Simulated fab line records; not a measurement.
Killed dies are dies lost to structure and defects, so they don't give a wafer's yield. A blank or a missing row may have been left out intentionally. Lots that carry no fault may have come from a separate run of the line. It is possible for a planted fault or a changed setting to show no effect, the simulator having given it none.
A struck lot beside a sound one | flow sky130 | 15 out of 708 route steps
Sound: the wafers L210.1, L210.2, L210.6. Struck: wafers L221.1, L221.3, L221.4. At the end, the cause is stated.
At each step with rows: each side's tool, then ch and its chambers, then its first start. Under that, the readings that differ: sound wafers | struck wafers | difference of the means | sigmas: that difference in standard deviations of wafers without a fault.
alike: same words and numbers on both sides, and readings whose means sit less than 2 such deviations apart. not compared: any withheld reading, any reading some wafer has no value for, any bound like >300 that may hide the same value, and any number with overlapping values for which the record gives no deviation.
A row with sigmas, a row that says differs or no value, or rows on one side alone: a step with any of these is where the two part. When numbers do not overlap yet have no deviation, they are printed without sigmas and do not part them. Lack of a reading on every wafer of one side parts them only where that side has two or more wafers.

first, 5 steps without rows for these wafers: SKY_LDD_N_COAT_02 (resist thk 300 nm); SKY_LDD_N_SOFTBAKE_03 (time 60 s); SKY_LDD_N_EXPOSE_04 (exposes mask NTM, target cd 840 nm); SKY_LDD_N_PEB_05; SKY_LDD_N_DEVELOP_06 (develop time 60 s).
SKY_LDD_N_OVL_MEAS_07:
  sound: overlay-02 at day 17 21:52; struck: overlay-01 at day 22 17:10
  alike: LDD_N_OVL
then, 6 steps without rows for these wafers: SKY_LDD_N_IMPLANT_08; SKY_LDD_N_IMPLANT_09; SKY_LDD_N_IMPLANT_10; SKY_LDD_N_IMPLANT_11; SKY_LDD_N_IMPLANT_12; SKY_LDD_N_IMPLANT_13.
SKY_LDD_N_IMPLANT_14:
  sound on implanter-02 ch 0, day 17 22:48; struck on implanter-02 ch 0, day 22 18:06
  reading            | sound                         | struck                      | difference | sigmas
  dose-ions-cm2      | 4.995e+12 4.994e+12 4.997e+12 | 7.08e+12 7.087e+12 7.08e+12 | +2.09e+12  | +99 or more
  faraday-current-uA | 27.8 28.2 28.4                | 40.3 41.1 39.9              | +12.3      | +21
  alike: beam-energy-keV, rotation-deg
following that, these wafers have no rows for 1 step: SKY_LDD_N_IMPLANT_15.
-- here the record skips 26 days between the struck wafers' starts before and after, leaving off in module LDD_N and picking up in module PAD_OPEN (first step shown: number 708 of the route) --
SKY_PAD_OPEN_PROBE_99:
  sound: prober-01 at day 46 01:45; struck: prober-01 at day 49 01:10
  reading                                    | sound               | struck               | difference | sigmas
  model.etest.nfet_01v8_swapped.vt-sat-v (V) | 0.661 0.6647 0.6622 | 0.6792 0.6809 0.6848 | +0.0190    |
  alike: killed_at_M0_to_M3, killed_at_M4_up, killed-at-contacts, killed-at-front-end, killed-at-other, killed-dies, killed-open, killed-short
  not compared: model.etest.nfet_01v8_lvt.vt-v

== WHERE THEY PART ==
Within this record, at SKY_LDD_N_IMPLANT_14 only. Later steps at which nothing parts them and some readings are alike: SKY_PAD_OPEN_PROBE_99.

WHY: what had been put in by the simulator
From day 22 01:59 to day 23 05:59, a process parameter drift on implanter-02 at SKY_LDD_N_IMPLANT_14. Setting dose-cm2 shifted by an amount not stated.
